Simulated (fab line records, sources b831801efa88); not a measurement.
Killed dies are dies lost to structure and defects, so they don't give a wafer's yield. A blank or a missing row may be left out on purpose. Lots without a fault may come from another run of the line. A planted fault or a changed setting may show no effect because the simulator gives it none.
Which tool did it? | flow gf180mcu | 13 lots, 39 wafers sampled, at 4 steps of a route of 602

WHAT THE GAUGES READ, wafer by wafer
GF_PSD_CD_MEAS_07: target cd 400 nm. Usual: cd_nm 400.1 nm, standard deviation 2.
lot  | measured     | on        | cd_nm (nm)        | flag
L697 | day 14 20:17 | cd_sem-01 | 398.9 403.7 400.9 |
L698 | day 15 03:02 | cd_sem-02 | 402.4 401.0 399.5 |
L699 | day 15 11:52 | cd_sem-01 | 404.1 402.6 403.3 |
L700 | day 15 17:46 | cd_sem-01 | 399.9 399.9 398.0 |
L701 | day 15 23:55 | cd_sem-02 | 399.6 398.9 398.5 |
L702 | day 16 10:55 | cd_sem-01 | 399.7 399.6 398.7 |
L703 | day 17 00:01 | cd_sem-02 | 398.5 396.7 397.8 |
L704 | day 17 06:55 | cd_sem-02 | 398.7 402.4 401.4 |
L705 | day 17 14:52 | cd_sem-02 | 397.0 398.7 399.8 |
L706 | day 17 22:21 | cd_sem-01 | 399.7 402.9 403.3 |
L707 | day 18 06:09 | cd_sem-01 | 398.3 399.5 398.5 |
L719 | day 22 10:42 | cd_sem-02 | 401.8 400.8 399.4 |
L720 | day 22 16:39 | cd_sem-01 | 399.3 399.3 398.2 |

GF_SAB_THK_MEAS_01. Usual: SAB_CVD_00_THK 49.8 nm, standard deviation 0.57.
lot  | measured     | on            | SAB_CVD_00_THK (nm) | flag
L697 | day 14 21:08 | film_metro-01 | 49.6 50.0 49.8      |
L698 | day 15 03:53 | film_metro-04 | 49.2 49.3 50.2      |
L699 | day 15 12:44 | film_metro-04 | 49.7 49.8 49.4      |
L700 | day 15 18:37 | film_metro-01 | 49.2 50.0 49.6      |
L701 | day 16 00:46 | film_metro-01 | 49.8 49.8 49.9      |
L702 | day 16 11:46 | film_metro-04 | 49.1 48.7 50.3      |
L703 | day 17 00:53 | film_metro-04 | 49.4 48.9 49.5      |
L704 | day 17 07:47 | film_metro-04 | 49.4 49.9 49.4      |
L705 | day 17 15:43 | film_metro-03 | 49.9 50.6 50.3      |
L706 | day 17 23:23 | film_metro-04 | 49.5 49.8 50.3      |
L707 | day 18 07:00 | film_metro-03 | 49.3 49.6 50.1      |
L719 | day 22 11:33 | film_metro-01 | 48.5 48.4 49.8      |
L720 | day 22 17:30 | film_metro-04 | 49.1 49.6 50.2      |

WHICH TOOL RAN EACH LOT (tool, then ch and the chambers of the sampled wafers, then the start)
lot  | GF_POLY_GATE_ETCH_13             | GF_POLY_GATE_STRIP_14
L697 | rie_si-01 ch 0,1,2, day 9 15:41  | plasma_asher-02 ch 0,1, day 9 15:44
L698 | rie_si-01 ch 0,1, day 9 21:08    | plasma_asher-02 ch 0,1, day 9 21:11
L699 | rie_si-01 ch 0,2,3, day 10 03:11 | plasma_asher-02 ch 0,1, day 10 03:14
L700 | rie_si-01 ch 0,2,3, day 10 09:09 | plasma_asher-01 ch 0,1, day 10 09:14
L701 | rie_si-01 ch 1,2,3, day 10 14:05 | plasma_asher-02 ch 0,1, day 10 14:11
L702 | rie_si-02 ch 0,1,2, day 11 00:47 | plasma_asher-03 ch 0,1, day 11 00:50
L703 | rie_si-01 ch 1,2,3, day 11 09:35 | plasma_asher-03 ch 0,1, day 11 09:38
L704 | rie_si-01 ch 1,2,3, day 11 17:07 | plasma_asher-01 ch 0,1, day 11 17:10
L705 | rie_si-02 ch 0,1,3, day 12 00:17 | plasma_asher-01 ch 0,1, day 12 00:22
L706 | rie_si-02 ch 0,2, day 12 05:29   | plasma_asher-03 ch 0, day 12 05:32
L707 | rie_si-02 ch 0,2, day 12 11:56   | plasma_asher-03 ch 0,1, day 12 11:59
L719 | rie_si-02 ch 0,2,3, day 16 03:44 | plasma_asher-02 ch 0,1, day 16 03:47
L720 | rie_si-02 ch 0,1,3, day 16 10:41 | plasma_asher-01 ch 0,1, day 16 10:44
- GF_POLY_GATE_ETCH_13: etches poly-Si in HBr/Cl2, stops on SiO2, target depth 198.5 nm, time 69.6 s.
- GF_POLY_GATE_STRIP_14: strips in O2/N2.

WHAT THE TOOLS THEMSELVES READ (means of the sampled wafers that have a number; where no wafer has one, the mark that the record gives instead)
GF_POLY_GATE_ETCH_13. Usual: drypump_motor_current_A 5.6 A, standard deviation 0.38; oes_product_au 0.992 a.u., standard deviation 0.007; throttle_valve_pct 33.685 %, standard deviation 0.0092.
lot  | tool      | drypump_motor_current_A (A) | oes_product_au (a.u.) | throttle_valve_pct (%) | flag
L697 | rie_si-01 | 5.4                         | 0.994                 | 33.682                 |
L698 | rie_si-01 | 5.1                         | 0.988                 | 33.690                 |
L699 | rie_si-01 | 5.6                         | 0.994                 | 33.684                 |
L700 | rie_si-01 | 5.6                         | 0.997                 | 33.686                 |
L701 | rie_si-01 | 5.7                         | 0.980                 | 33.684                 |
L702 | rie_si-02 | 5.6                         | 0.993                 | 33.685                 |
L703 | rie_si-01 | 5.6                         | 0.989                 | 33.684                 |
L704 | rie_si-01 | 5.7                         | 0.995                 | 33.696                 |
L705 | rie_si-02 | 5.6                         | 0.995                 | 33.683                 |
L706 | rie_si-02 | 5.6                         | 0.990                 | 33.684                 |
L707 | rie_si-02 | 5.6                         | 0.866                 | 33.694                 | OFF
L719 | rie_si-02 | 5.6                         | 1.003                 | 33.688                 |
L720 | rie_si-02 | 5.6                         | 0.995                 | 33.676                 |

GF_POLY_GATE_STRIP_14. Usual: drypump_motor_current_A 5.55 A, standard deviation 0.29; heater_power_w 340 W, standard deviation 34; oes_product_au 0.505 a.u., standard deviation 0.0043.
lot  | tool            | drypump_motor_current_A (A) | heater_power_w (W) | oes_product_au (a.u.) | flag
L697 | plasma_asher-02 | 5.89                        | 357                | 0.504                 |
L698 | plasma_asher-02 | 5.56                        | 345                | 0.504                 |
L699 | plasma_asher-02 | 5.90                        | 359                | 0.507                 |
L700 | plasma_asher-01 | 5.35                        | 350                | 0.507                 |
L701 | plasma_asher-02 | 5.89                        | 355                | 0.508                 |
L702 | plasma_asher-03 | 5.65                        | 312                | 0.507                 |
L703 | plasma_asher-03 | 5.65                        | 310                | 0.504                 |
L704 | plasma_asher-01 | 5.36                        | 352                | 0.501                 |
L705 | plasma_asher-01 | 5.35                        | 352                | 0.507                 |
L706 | plasma_asher-03 | 5.72                        | 332                | 0.504                 |
L707 | plasma_asher-03 | 5.65                        | 314                | 0.496                 |
L719 | plasma_asher-02 | 5.58                        | 345                | 0.506                 |
L720 | plasma_asher-01 | 5.36                        | 344                | 0.504                 |

THE ANSWER, worked out from the rows above alone
Rule: a lot is off if the mean of its wafers that have a number lies more than 3 standard deviations from the usual mean. A lot without any number at a reading at which 4 lots or more have one is off too. The other lots that the step has rows for count as sound. The gauges are gone through in route order, then the tools' own readings, and for those a lot's mean is taken as printed above. The first step at which some lot is off is used, and at that step the reading that is off furthest; a lot without a number counts as furthest.
Off: L707, at GF_POLY_GATE_ETCH_13 (oes_product_au).
A tool fits if, at that step or a process step before it, it ran every lot that is off, and no sound lot after the first of them. None of those tried fits.

WHAT THE SIMULATOR HAD PUT IN
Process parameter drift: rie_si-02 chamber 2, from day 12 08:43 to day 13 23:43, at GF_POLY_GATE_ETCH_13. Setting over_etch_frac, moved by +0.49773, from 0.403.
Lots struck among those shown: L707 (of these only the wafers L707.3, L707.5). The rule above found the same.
